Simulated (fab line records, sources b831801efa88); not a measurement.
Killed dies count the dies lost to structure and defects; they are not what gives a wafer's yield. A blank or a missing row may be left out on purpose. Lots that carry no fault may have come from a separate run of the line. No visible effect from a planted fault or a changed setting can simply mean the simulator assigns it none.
One fault through the eyes of 2 desks + flow sky130 + what lay behind the numbers comes last; until then each desk has only its own

THE TOOL OWNER'S DESK: litho-track-02
At SKY_LDD_LDN_SOFTBAKE_03 (time 60 s), the tool's own readings, given per lot that ran on this tool as the mean of the sampled wafers with a number. Any lot whose mean is over 4 standard deviations away from the usual mean is out of limits and marked OUT; that distance is given in the brackets.
Columns: A = heater-power-total-W at SKY_LDD_LDN_SOFTBAKE_03, usual 56.59 W; B = run-length-s at SKY_LDD_LDN_SOFTBAKE_03, usual 89.2 s
| lot  | first seen here | A                       | B              |
|------|-----------------|-------------------------|----------------|
| L684 | day 23 04:29    | 56.59                   | 88.9           |
| L685 | day 23 12:26    | 56.62                   | 88.7           |
| L688 | day 25 00:25    | 56.61                   | 88.7           |
| L693 | day 27 02:53    | 61.24 (+99 or more) OUT | 75.8 (-37) OUT |
| L695 | day 27 23:46    | 61.30 (+99 or more) OUT | 75.9 (-37) OUT |
This desk finds L693, L695 out of limits, L693 being first, at day 27 02:53 (heater-power-total-W at SKY_LDD_LDN_SOFTBAKE_03). Within limits: L684, L685, L688.

FROM THE METROLOGY DESK
Means of the sampled wafers that have a number, per lot and without regard to the tool the lot ran on: this is what the gauges read. Any lot whose mean is over 4 standard deviations away from the usual mean is out of limits and marked OUT; that distance is given in the brackets.
Columns: A = FIELD_ISO_CVD_24_THK at SKY_FIELD_ISO_THK_MEAS_25, usual 593 nm; B = cd-nm at SKY_LDD_P_CD_MEAS_07, usual 379.6 nm
| lot  | first seen here | A   | B     |
|------|-----------------|-----|-------|
| L682 | day 2 14:26     | 596 | 381.0 |
| L684 | day 2 21:26     | 593 | 381.4 |
| L685 | day 3 02:37     | 587 | 376.2 |
| L687 | day 3 12:49     | 593 | 382.5 |
| L688 | day 3 19:59     | 592 | 381.9 |
| L689 | day 4 03:12     | 597 | 377.0 |
| L690 | day 4 08:23     | 592 | 378.9 |
| L693 | day 5 01:08     | 594 | 380.7 |
| L695 | day 5 09:41     | 593 | 378.5 |
| L696 | day 5 20:38     | 587 | 378.1 |
| L700 | day 6 15:07     | 589 | 381.3 |
| L701 | day 6 15:20     | 589 | 381.6 |
| L702 | day 6 20:45     | 590 | 379.7 |
Finding of this desk: none of the 13 lots has anything out of limits.

ALL TOGETHER
An alarm could have come from the tool owner's desk at day 27 02:53, on L693, L695.
At the metrology desk, nothing out of limits was observed.
The metrology desk has L693, L695 on record, within its limits.
All the named lots went through SKY_LDD_LDN_SOFTBAKE_03 on litho-track-02.

WHAT THE SIMULATOR HAD INSERTED
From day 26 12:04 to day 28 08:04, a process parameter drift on litho-track-02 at SKY_LDD_LDN_SOFTBAKE_03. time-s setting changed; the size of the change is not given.
Lots struck among those shown: L693, L695.
Time in hours from fault onset to the first out-of-limits reading at each desk: the tool owner's desk, 15.
